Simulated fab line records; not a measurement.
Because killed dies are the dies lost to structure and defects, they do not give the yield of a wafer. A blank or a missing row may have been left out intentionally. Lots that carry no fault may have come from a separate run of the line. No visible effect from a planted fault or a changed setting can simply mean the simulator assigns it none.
fab line records / flow sfq-line
[record] lots = 5 wafers = 15 last-day = 90
route steps=325 shown C5@250 M6@251
lots that met no fault: from a run of the same line without faults
start-h: start of the lot's first displayed wafer, in hours after the record's first day / wait-h: time in hours since the lot's previous step / " repeats the value in the row above / L1.1+2: a single row standing in for several wafers / - value missing, or start not given / * or withheld: withheld / < > ~ a bound
route shown NAME@n: a module of which the file shows steps, and the number in the route of the first / usual: average and standard deviation across the fault-free wafers / same: alike in all rows / chamber/n: place in a boat / sites: readings site by site / _std_site: their standard deviation / _edge_site: outer sites' mean less inner sites' / radius-mm: how far each site lies from the wafer's centre / mask NAME#n: copy n / behind: tool/chamber where the wafer was last shaped / hold: cause of the lot's hold/its duration in hours/its outcome / device: the transistor (n, p or np) that didn't switch / end of line: tests of these same wafers at the route's end / a step with no rows: only its recipe / killed: dies lost to structure and defects at the first sort, not the wafer's yield / map: dies across one wafer; x = killed, . = not, _ = none there
set.NAME: the setting that was run; set.NAME@STEP: the one run at that earlier step / model.NAME: the simulator's own value behind a step, which no gauge read
certain route steps with their lots: each step a table, each wafer a row
services: when a tool's chamber went out of use (start-h, in hours from the record's first day, below 0 if earlier), for how many hours, and the reason
[[steps]]
[step SFQ_TRILAYER_C5_STRIP_SOLV_CLEAN_156]
[recipe] chemistry = NMP temp-c = 70 time-s = 600
[step SFQ_TRILAYER_M6_DEP_PRE_CLEAN_158]
[recipe] gas = Ar time-s = 22.5 bias-v = 250
[step SFQ_TRILAYER_M6_DEP_SPUTTER_157]
[recipe] material = Nb base-pressure-pa = 1.33e-06 chamber-pressure-pa = 0.1333 substrate-temp-c = 20 target-thk-nm = 200 power-w = 2000 time-s = 133.3
[usual] cathode-dc-power-W = 2000.0/0.39 throttle-valve-pct = 30.4/0.98
lot.wafer=L998.4 tool=pvd-sputter-06 chamber=- start-h=1670.76 wait-h=0.0 cathode-dc-power-W=1999.7 throttle-valve-pct=31.0
lot.wafer=L998.5 tool=pvd-sputter-06 chamber=- start-h=1670.76 wait-h=0.0 cathode-dc-power-W=2000.4 throttle-valve-pct=30.3
lot.wafer=L998.6 tool=pvd-sputter-06 chamber=- start-h=1670.76 wait-h=0.0 cathode-dc-power-W=2000.3 throttle-valve-pct=29.3
lot.wafer=L100.1 tool=pvd-sputter-05 chamber=- start-h=1676.77 wait-h=0.0 cathode-dc-power-W=1999.4 throttle-valve-pct=30.2
lot.wafer=L100.3 tool=pvd-sputter-05 chamber=- start-h=1676.77 wait-h=0.0 cathode-dc-power-W=2000.2 throttle-valve-pct=31.4
lot.wafer=L100.5 tool=pvd-sputter-05 chamber=- start-h=1676.77 wait-h=0.0 cathode-dc-power-W=2000.2 throttle-valve-pct=30.2
lot.wafer=L105.1 tool=pvd-sputter-05 chamber=- start-h=1689.96 wait-h=0.0 cathode-dc-power-W=1999.9 throttle-valve-pct=30.0
lot.wafer=L105.3 tool=pvd-sputter-05 chamber=- start-h=1689.96 wait-h=0.0 cathode-dc-power-W=1999.6 throttle-valve-pct=31.2
lot.wafer=L105.5 tool=pvd-sputter-05 chamber=- start-h=1689.96 wait-h=0.0 cathode-dc-power-W=2000.2 throttle-valve-pct=31.4
lot.wafer=L114.2 tool=pvd-sputter-06 chamber=- start-h=1732.64 wait-h=0.0 cathode-dc-power-W=1999.5 throttle-valve-pct=29.1
lot.wafer=L114.3 tool=pvd-sputter-06 chamber=- start-h=1732.64 wait-h=0.0 cathode-dc-power-W=2000.0 throttle-valve-pct=31.6
lot.wafer=L114.5 tool=pvd-sputter-06 chamber=- start-h=1732.64 wait-h=0.0 cathode-dc-power-W=2000.1 throttle-valve-pct=31.5
lot.wafer=L119.1 tool=pvd-sputter-06 chamber=- start-h=1746.34 wait-h=0.0 cathode-dc-power-W=2000.2 throttle-valve-pct=29.3
lot.wafer=L119.3 tool=pvd-sputter-06 chamber=- start-h=1746.34 wait-h=0.0 cathode-dc-power-W=2001.1 throttle-valve-pct=30.1
lot.wafer=L119.6 tool=pvd-sputter-06 chamber=- start-h=1746.34 wait-h=0.0 cathode-dc-power-W=1999.6 throttle-valve-pct=31.6
[step SFQ_M6_RS_MEAS_938]
[recipe] thk-meas-gauge = four-point-probe reads = Nb_of_TRILAYER_M6_DEP_SPUTTER_157
[usual] M6_NB_RS = 0.894/0.01
lot.wafer=L998.4 tool=film-metro-02 chamber=- start-h=1670.91 wait-h=0.1 M6_NB_RS[ohm/sq]=0.895
lot.wafer=L998.5 tool=film-metro-02 chamber=- start-h=1670.91 wait-h=0.1 M6_NB_RS[ohm/sq]=0.892
lot.wafer=L998.6 tool=film-metro-02 chamber=- start-h=1670.91 wait-h=0.1 M6_NB_RS[ohm/sq]=0.894
lot.wafer=L100.1 tool=film-metro-03 chamber=- start-h=1676.87 wait-h=0.0 M6_NB_RS[ohm/sq]=0.917
lot.wafer=L100.3 tool=film-metro-03 chamber=- start-h=1676.87 wait-h=0.0 M6_NB_RS[ohm/sq]=0.916
lot.wafer=L100.5 tool=film-metro-03 chamber=- start-h=1676.87 wait-h=0.0 M6_NB_RS[ohm/sq]=0.906
lot.wafer=L105.1 tool=film-metro-02 chamber=- start-h=1690.05 wait-h=0.0 M6_NB_RS[ohm/sq]=0.885
lot.wafer=L105.3 tool=film-metro-02 chamber=- start-h=1690.05 wait-h=0.0 M6_NB_RS[ohm/sq]=0.888
lot.wafer=L105.5 tool=film-metro-02 chamber=- start-h=1690.05 wait-h=0.0 M6_NB_RS[ohm/sq]=0.889
lot.wafer=L114.2 tool=film-metro-03 chamber=- start-h=1732.75 wait-h=0.1 M6_NB_RS[ohm/sq]=0.902
lot.wafer=L114.3 tool=film-metro-03 chamber=- start-h=1732.75 wait-h=0.1 M6_NB_RS[ohm/sq]=0.901
lot.wafer=L114.5 tool=film-metro-03 chamber=- start-h=1732.75 wait-h=0.1 M6_NB_RS[ohm/sq]=0.890
lot.wafer=L119.1 tool=film-metro-03 chamber=- start-h=1746.43 wait-h=0.0 M6_NB_RS[ohm/sq]=0.916
lot.wafer=L119.3 tool=film-metro-03 chamber=- start-h=1746.43 wait-h=0.0 M6_NB_RS[ohm/sq]=0.905
lot.wafer=L119.6 tool=film-metro-03 chamber=- start-h=1746.43 wait-h=0.0 M6_NB_RS[ohm/sq]=0.917
[step SFQ_TRILAYER_M6_LITHO_COAT_164]
[recipe] resist = BARC spin-rpm = 3000 resist-thk-nm = 62
[step SFQ_TRILAYER_M6_LITHO_COAT_159]
[recipe] resist = KrF spin-rpm = 3000 resist-thk-nm = 600
[step SFQ_TRILAYER_M6_LITHO_SOFTBAKE_163]
[recipe] temp-c = withheld time-s = withheld resist = KrF
[step SFQ_TRILAYER_M6_LITHO_EXPOSE_160]
[recipe] mask-id = M6 na = 0.6 source-shape = conventional sigma-outer = 0.65 target-cd-nm = 500 dose-mj = 14.4
[step SFQ_TRILAYER_M6_LITHO_PEB_162]
[recipe] peb-temp-c = 115 peb-time-s = 60 resist = KrF
[step SFQ_TRILAYER_M6_LITHO_DEVELOP_161]
[recipe] time-s = 60 resist = KrF
[step SFQ_M6_OVL_MEAS_940]
[usual] M6_OVL = -4/5.1
lot.wafer=L998.4 tool=overlay-01 chamber=- start-h=1676.77 wait-h=0.1 M6_OVL[nm]=-2
lot.wafer=L998.5 tool=overlay-01 chamber=- start-h=1676.77 wait-h=0.1 M6_OVL[nm]=-10
lot.wafer=L998.6 tool=overlay-01 chamber=- start-h=1676.77 wait-h=0.1 M6_OVL[nm]=2
lot.wafer=L100.1 tool=overlay-01 chamber=- start-h=1682.76 wait-h=0.1 M6_OVL[nm]=-6
lot.wafer=L100.3 tool=overlay-01 chamber=- start-h=1682.76 wait-h=0.1 M6_OVL[nm]=-6
lot.wafer=L100.5 tool=overlay-01 chamber=- start-h=1682.76 wait-h=0.1 M6_OVL[nm]=-3
lot.wafer=L105.1 tool=overlay-01 chamber=- start-h=1696.15 wait-h=0.1 M6_OVL[nm]=-11
lot.wafer=L105.3 tool=overlay-01 chamber=- start-h=1696.15 wait-h=0.1 M6_OVL[nm]=-11
lot.wafer=L105.5 tool=overlay-01 chamber=- start-h=1696.15 wait-h=0.1 M6_OVL[nm]=-16
lot.wafer=L114.2 tool=overlay-01 chamber=- start-h=1824.50 wait-h=0.1 M6_OVL[nm]=-4
lot.wafer=L114.3 tool=overlay-01 chamber=- start-h=1824.50 wait-h=0.1 M6_OVL[nm]=2
lot.wafer=L114.5 tool=overlay-01 chamber=- start-h=1824.50 wait-h=0.1 M6_OVL[nm]=1
lot.wafer=L119.1 tool=overlay-01 chamber=- start-h=1839.82 wait-h=0.1 M6_OVL[nm]=-8
lot.wafer=L119.3 tool=overlay-01 chamber=- start-h=1839.82 wait-h=0.1 M6_OVL[nm]=-6
lot.wafer=L119.6 tool=overlay-01 chamber=- start-h=1839.82 wait-h=0.1 M6_OVL[nm]=3
[step SFQ_TRILAYER_M6_BARC_OPEN_METAL_ETCH_206]
[recipe] mask-material = PR chemistry = O2 target-depth-nm = 125 target = BARC icp-w = 600 bias-w = 80 pressure-mtorr = 10 time-s = 41.7
[usual] drypump-motor-current-A = 5.7/0.56 oes-product-au = 0.685/0.0046 run-length-s = 70.3/0.68
lot.wafer=L998.4 tool=rie-metal-01 chamber=1 start-h=1676.82 wait-h=0.0 drypump-motor-current-A=6.7 oes-product-au=0.689 rf-hours-counter-h=- run-length-s=73.7 model.KrF_of_TRILAYER_M6_LITHO_COAT_159.thk-nm=525.3
lot.wafer=L998.5 tool=rie-metal-01 chamber=0 start-h=1676.82 wait-h=0.0 drypump-motor-current-A=5.1 oes-product-au=0.683 rf-hours-counter-h=- run-length-s=73.1 model.KrF_of_TRILAYER_M6_LITHO_COAT_159.thk-nm=525.8
lot.wafer=L998.6 tool=rie-metal-01 chamber=1 start-h=1676.82 wait-h=0.0 drypump-motor-current-A=6.6 oes-product-au=0.685 rf-hours-counter-h=- run-length-s=73.8 model.KrF_of_TRILAYER_M6_LITHO_COAT_159.thk-nm=523
lot.wafer=L100.1 tool=rie-metal-03 chamber=0 start-h=1682.79 wait-h=0.0 drypump-motor-current-A=5.1 oes-product-au=0.685 rf-hours-counter-h=38 run-length-s=70.6 model.KrF_of_TRILAYER_M6_LITHO_COAT_159.thk-nm=520.8
lot.wafer=L100.3 tool=rie-metal-03 chamber=0 start-h=1682.79 wait-h=0.0 drypump-motor-current-A=5.1 oes-product-au=0.682 rf-hours-counter-h=- run-length-s=70.0 model.KrF_of_TRILAYER_M6_LITHO_COAT_159.thk-nm=521.2
lot.wafer=L100.5 tool=rie-metal-03 chamber=1 start-h=1682.79 wait-h=0.0 drypump-motor-current-A=5.3 oes-product-au=0.679 rf-hours-counter-h=- run-length-s=70.2 model.KrF_of_TRILAYER_M6_LITHO_COAT_159.thk-nm=522.3
lot.wafer=L105.1 tool=rie-metal-01 chamber=0 start-h=1696.18 wait-h=0.0 drypump-motor-current-A=5.1 oes-product-au=0.763 rf-hours-counter-h=45 run-length-s=64.9 model.KrF_of_TRILAYER_M6_LITHO_COAT_159.thk-nm=531.8
lot.wafer=L105.3 tool=rie-metal-01 chamber=0 start-h=1696.18 wait-h=0.0 drypump-motor-current-A=5.1 oes-product-au=0.684 rf-hours-counter-h=- run-length-s=70.3 model.KrF_of_TRILAYER_M6_LITHO_COAT_159.thk-nm=523.6
lot.wafer=L105.5 tool=rie-metal-01 chamber=1 start-h=1696.18 wait-h=0.0 drypump-motor-current-A=6.7 oes-product-au=0.688 rf-hours-counter-h=- run-length-s=70.4 model.KrF_of_TRILAYER_M6_LITHO_COAT_159.thk-nm=524
lot.wafer=L114.2 tool=rie-metal-04 chamber=1 start-h=1824.53 wait-h=0.0 drypump-motor-current-A=5.9 oes-product-au=0.692 rf-hours-counter-h=87 run-length-s=70.4 model.KrF_of_TRILAYER_M6_LITHO_COAT_159.thk-nm=520.5
lot.wafer=L114.3 tool=rie-metal-04 chamber=1 start-h=1824.53 wait-h=0.0 drypump-motor-current-A=5.9 oes-product-au=0.690 rf-hours-counter-h=- run-length-s=70.1 model.KrF_of_TRILAYER_M6_LITHO_COAT_159.thk-nm=519.8
lot.wafer=L114.5 tool=rie-metal-04 chamber=0 start-h=1824.53 wait-h=0.0 drypump-motor-current-A=5.7 oes-product-au=0.684 rf-hours-counter-h=- run-length-s=70.0 model.KrF_of_TRILAYER_M6_LITHO_COAT_159.thk-nm=520.7
lot.wafer=L119.1 tool=rie-metal-04 chamber=1 start-h=1839.85 wait-h=0.0 drypump-motor-current-A=5.9 oes-product-au=0.685 rf-hours-counter-h=90 run-length-s=70.0 model.KrF_of_TRILAYER_M6_LITHO_COAT_159.thk-nm=521.4
lot.wafer=L119.3 tool=rie-metal-04 chamber=1 start-h=1839.85 wait-h=0.0 drypump-motor-current-A=5.9 oes-product-au=0.690 rf-hours-counter-h=- run-length-s=70.2 model.KrF_of_TRILAYER_M6_LITHO_COAT_159.thk-nm=522.4
lot.wafer=L119.6 tool=rie-metal-04 chamber=1 start-h=1839.85 wait-h=0.0 drypump-motor-current-A=5.8 oes-product-au=0.687 rf-hours-counter-h=- run-length-s=70.1 model.KrF_of_TRILAYER_M6_LITHO_COAT_159.thk-nm=521.9
[step SFQ_TRILAYER_M6_ETCH_METAL_ETCH_162]
[recipe] target = Nb stop-on = SiO2 mask-material = PR chemistry = Cl2/Ar target-depth-nm = 240 icp-w = 600 bias-w = 80 pressure-mtorr = 10 time-s = 120
[usual] drypump-motor-current-A = 5.7/0.56 oes-product-au = 0.891/0.007 run-length-s = 148.6/0.65
lot.wafer=L998.4 tool=rie-metal-01 chamber=1 start-h=1676.93 wait-h=0.1 drypump-motor-current-A=6.7 oes-product-au=0.884 rf-hours-counter-h=- run-length-s=151.3 model.KrF_of_TRILAYER_M6_LITHO_COAT_159.thk-nm=383.7
lot.wafer=L998.5 tool=rie-metal-01 chamber=0 start-h=1676.93 wait-h=0.1 drypump-motor-current-A=5.1 oes-product-au=0.902 rf-hours-counter-h=- run-length-s=151.2 model.KrF_of_TRILAYER_M6_LITHO_COAT_159.thk-nm=385.6
lot.wafer=L998.6 tool=rie-metal-01 chamber=1 start-h=1676.93 wait-h=0.1 drypump-motor-current-A=6.6 oes-product-au=0.893 rf-hours-counter-h=- run-length-s=151.5 model.KrF_of_TRILAYER_M6_LITHO_COAT_159.thk-nm=381.8
lot.wafer=L100.1 tool=rie-metal-03 chamber=0 start-h=1682.85 wait-h=0.0 drypump-motor-current-A=5.1 oes-product-au=0.887 rf-hours-counter-h=38 run-length-s=148.5 model.KrF_of_TRILAYER_M6_LITHO_COAT_159.thk-nm=378.4
lot.wafer=L100.3 tool=rie-metal-03 chamber=0 start-h=1682.85 wait-h=0.0 drypump-motor-current-A=5.1 oes-product-au=0.889 rf-hours-counter-h=- run-length-s=149.0 model.KrF_of_TRILAYER_M6_LITHO_COAT_159.thk-nm=379.2
lot.wafer=L100.5 tool=rie-metal-03 chamber=1 start-h=1682.85 wait-h=0.0 drypump-motor-current-A=5.3 oes-product-au=0.888 rf-hours-counter-h=- run-length-s=148.5 model.KrF_of_TRILAYER_M6_LITHO_COAT_159.thk-nm=383.7
lot.wafer=L105.1 tool=rie-metal-01 chamber=0 start-h=1696.24 wait-h=0.0 drypump-motor-current-A=5.1 oes-product-au=0.894 rf-hours-counter-h=45 run-length-s=148.7 model.KrF_of_TRILAYER_M6_LITHO_COAT_159.thk-nm=390.8
lot.wafer=L105.3 tool=rie-metal-01 chamber=0 start-h=1696.24 wait-h=0.0 drypump-motor-current-A=5.1 oes-product-au=0.894 rf-hours-counter-h=- run-length-s=148.4 model.KrF_of_TRILAYER_M6_LITHO_COAT_159.thk-nm=383.9
lot.wafer=L105.5 tool=rie-metal-01 chamber=1 start-h=1696.24 wait-h=0.0 drypump-motor-current-A=6.6 oes-product-au=0.896 rf-hours-counter-h=- run-length-s=148.6 model.KrF_of_TRILAYER_M6_LITHO_COAT_159.thk-nm=382.2
lot.wafer=L114.2 tool=rie-metal-04 chamber=1 start-h=1824.59 wait-h=0.0 drypump-motor-current-A=5.9 oes-product-au=0.894 rf-hours-counter-h=87 run-length-s=148.4 model.KrF_of_TRILAYER_M6_LITHO_COAT_159.thk-nm=379.7
lot.wafer=L114.3 tool=rie-metal-04 chamber=1 start-h=1824.59 wait-h=0.0 drypump-motor-current-A=5.8 oes-product-au=0.880 rf-hours-counter-h=- run-length-s=148.4 model.KrF_of_TRILAYER_M6_LITHO_COAT_159.thk-nm=379.2
lot.wafer=L114.5 tool=rie-metal-04 chamber=0 start-h=1824.59 wait-h=0.0 drypump-motor-current-A=5.7 oes-product-au=0.895 rf-hours-counter-h=- run-length-s=148.0 model.KrF_of_TRILAYER_M6_LITHO_COAT_159.thk-nm=380.8
lot.wafer=L119.1 tool=rie-metal-04 chamber=1 start-h=1839.91 wait-h=0.0 drypump-motor-current-A=5.9 oes-product-au=0.876 rf-hours-counter-h=90 run-length-s=148.8 model.KrF_of_TRILAYER_M6_LITHO_COAT_159.thk-nm=377.8
lot.wafer=L119.3 tool=rie-metal-04 chamber=1 start-h=1839.91 wait-h=0.0 drypump-motor-current-A=5.9 oes-product-au=0.886 rf-hours-counter-h=- run-length-s=148.6 model.KrF_of_TRILAYER_M6_LITHO_COAT_159.thk-nm=379.4
lot.wafer=L119.6 tool=rie-metal-04 chamber=1 start-h=1839.91 wait-h=0.0 drypump-motor-current-A=5.8 oes-product-au=0.881 rf-hours-counter-h=- run-length-s=148.4 model.KrF_of_TRILAYER_M6_LITHO_COAT_159.thk-nm=379.4
[step SFQ_TRILAYER_M6_STRIP_STRIP_163]
[recipe] gas = O2 power-w = 200 platen-temp-c = 40 overash-fraction = 0.65 chemistry = O2 pressure-mtorr = 50
[usual] drypump-motor-current-A = 5.7/0.55 oes-product-au = 1.002/0.0081
lot.wafer=L998.4 tool=rie-metal-01 chamber=1 start-h=1677.30 wait-h=0.3 drypump-motor-current-A=6.6 oes-product-au=0.992 rf-hours-counter-h=-
lot.wafer=L998.5 tool=rie-metal-01 chamber=0 start-h=1677.30 wait-h=0.3 drypump-motor-current-A=5.1 oes-product-au=0.989 rf-hours-counter-h=-
lot.wafer=L998.6 tool=rie-metal-01 chamber=1 start-h=1677.30 wait-h=0.3 drypump-motor-current-A=6.6 oes-product-au=0.993 rf-hours-counter-h=-
lot.wafer=L100.1 tool=rie-metal-03 chamber=0 start-h=1682.98 wait-h=0.1 drypump-motor-current-A=5.1 oes-product-au=1.004 rf-hours-counter-h=38
lot.wafer=L100.3 tool=rie-metal-03 chamber=0 start-h=1682.98 wait-h=0.1 drypump-motor-current-A=5.1 oes-product-au=1.010 rf-hours-counter-h=-
lot.wafer=L100.5 tool=rie-metal-03 chamber=1 start-h=1682.98 wait-h=0.1 drypump-motor-current-A=5.3 oes-product-au=0.997 rf-hours-counter-h=-
lot.wafer=L105.1 tool=rie-metal-01 chamber=0 start-h=1696.37 wait-h=0.1 drypump-motor-current-A=5.1 oes-product-au=0.999 rf-hours-counter-h=45
lot.wafer=L105.3 tool=rie-metal-01 chamber=0 start-h=1696.37 wait-h=0.1 drypump-motor-current-A=5.1 oes-product-au=0.998 rf-hours-counter-h=-
lot.wafer=L105.5 tool=rie-metal-01 chamber=1 start-h=1696.37 wait-h=0.1 drypump-motor-current-A=6.6 oes-product-au=1.006 rf-hours-counter-h=-
lot.wafer=L114.2 tool=rie-metal-04 chamber=1 start-h=1824.71 wait-h=0.1 drypump-motor-current-A=5.9 oes-product-au=0.993 rf-hours-counter-h=87
lot.wafer=L114.3 tool=rie-metal-04 chamber=1 start-h=1824.71 wait-h=0.1 drypump-motor-current-A=5.9 oes-product-au=1.003 rf-hours-counter-h=-
lot.wafer=L114.5 tool=rie-metal-04 chamber=0 start-h=1824.71 wait-h=0.1 drypump-motor-current-A=5.7 oes-product-au=0.990 rf-hours-counter-h=-
lot.wafer=L119.1 tool=rie-metal-04 chamber=1 start-h=1840.04 wait-h=0.1 drypump-motor-current-A=5.8 oes-product-au=1.004 rf-hours-counter-h=90
lot.wafer=L119.3 tool=rie-metal-04 chamber=1 start-h=1840.04 wait-h=0.1 drypump-motor-current-A=5.8 oes-product-au=1.006 rf-hours-counter-h=-
lot.wafer=L119.6 tool=rie-metal-04 chamber=1 start-h=1840.04 wait-h=0.1 drypump-motor-current-A=5.9 oes-product-au=0.995 rf-hours-counter-h=-
[[services]]
tool=pvd-sputter-06 chamber=- start-h=1648.24 hours=2.5 kind=repair
tool=rie-metal-04 chamber=- start-h=1698.29 hours=0.4 kind=repair
tool=pvd-sputter-05 chamber=2 start-h=1708.42 hours=- kind=consumable-replace:kit
tool=pvd-sputter-05 chamber=2 start-h=1708.42 hours=18.0 kind=scheduled-down
tool=pvd-sputter-05 chamber=2 start-h=1708.42 hours=18.0 kind=vent-cycle
tool=rie-metal-04 chamber=0 start-h=1708.97 hours=1.4 kind=repair
tool=rie-metal-01 chamber=1 start-h=1712.24 hours=18.4 kind=repair
tool=rie-metal-01 chamber=0 start-h=1713.43 hours=13.7 kind=repair
tool=rie-metal-01 chamber=- start-h=1794.11 hours=2.8 kind=pm
tool=rie-metal-04 chamber=0 start-h=1796.63 hours=2.1 kind=repair
tool=rie-metal-03 chamber=- start-h=1809.94 hours=2.5 kind=repair
[[key]]
[first-sign] step = SFQ_TRILAYER_M6_BARC_OPEN_METAL_ETCH_206 reading = oes-product-au direction = up sigmas = 17 usual = 0.685 struck = 0.763
[effect] step = SFQ_TRILAYER_M6_BARC_OPEN_METAL_ETCH_206 reading = run-length-s direction = down sigmas = 8 usual = * struck = *
[model-effect] step = SFQ_TRILAYER_M6_BARC_OPEN_METAL_ETCH_206 value = KrF_of_TRILAYER_M6_LITHO_COAT_159.thk-nm without = 524.9 struck = 531.8
[model-effect] step = SFQ_TRILAYER_M6_ETCH_METAL_ETCH_162 value = KrF_of_TRILAYER_M6_LITHO_COAT_159.thk-nm without = 383.9 struck = 390.8
met-at SFQ_TRILAYER_M6_BARC_OPEN_METAL_ETCH_206
struck-wafers L105.1
onset-between 1676.82 1696.18
[fault] kind = process-parameter-drift tool = rie-metal-01 chamber = - onset-h = 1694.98 steps = SFQ_TRILAYER_M6_BARC_OPEN_METAL_ETCH_206 channel = time-s offset = * shape = step end-h = 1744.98 scope = struck-wafers-only acts-in = * stated = *
